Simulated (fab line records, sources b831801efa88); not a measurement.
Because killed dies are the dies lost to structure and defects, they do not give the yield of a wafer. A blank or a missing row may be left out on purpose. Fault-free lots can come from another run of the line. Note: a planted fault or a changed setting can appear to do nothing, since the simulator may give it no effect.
One fault seen from 2 desks | flow sfqLine | each desk holds nothing but its own numbers, with what lay behind them at the end

== DESK OF THE TOOL OWNER: lithoTrack-02 ==
The tool's own readings at SFQ_TRILAYER_I7_VIA_LITHO_PEB_190 (peb time 60 s): means of the sampled wafers that have a number, for each lot that ran on this tool. If a lot's mean is further than 4 standard deviations from the usual mean, the lot is out of limits and carries the mark OUT (the distance appears in the brackets).
Columns: A = heaterPowerTotalW at SFQ_TRILAYER_I7_VIA_LITHO_PEB_190, usual 79.15 W
lot  | first seen here | A
L701 | day 87 13:56    | 83.00 (+54) OUT
L709 | day 91 07:29    | 79.15
L711 | day 91 14:45    | 79.13
This desk finds L701 out of limits, L701 being first, at day 87 13:56 (heaterPowerTotalW at SFQ_TRILAYER_I7_VIA_LITHO_PEB_190). L709, L711 stayed within limits.

== THE METROLOGY DESK ==
What the gauges read, lot by lot, whatever tool the lot ran on: means of the sampled wafers that have a number. If a lot's mean is further than 4 standard deviations from the usual mean, the lot is out of limits and carries the mark OUT (the distance appears in the brackets).
Columns: A = I7_BOW at SFQ_I7_BOW_MEAS_946, usual 8 um; B = I7_OVL at SFQ_I7_OVL_MEAS_947, usual -1 nm
lot  | first seen here | A  | B
L689 | day 81 10:46    | -1 | -3
L701 | day 83 02:35    | -1 | 2
L706 | day 84 01:19    | 23 | 5
L709 | day 87 21:05    | 16 | -6
L711 | day 88 05:05    | -3 | 7
This desk's finding: nothing out of limits on any of the 5 lots.

== PUT TOGETHER ==
At day 87 13:56, on L701, the tool owner's desk was in a position to raise an alarm.
From the metrology desk's view, nothing was out of limits.
The metrology desk holds a record of L701, inside its limits.
The lots listed all ran SFQ_TRILAYER_I7_VIA_LITHO_PEB_190 on lithoTrack-02.

== WHAT THE SIMULATOR PUT IN ==
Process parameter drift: lithoTrack-02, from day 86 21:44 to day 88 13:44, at SFQ_TRILAYER_I7_VIA_LITHO_PEB_190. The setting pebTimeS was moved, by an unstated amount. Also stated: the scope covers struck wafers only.
Shown lots that were struck: L701.
How many hours passed from the start of the fault until each desk's first out-of-limits reading: the tool owner's desk, 16.
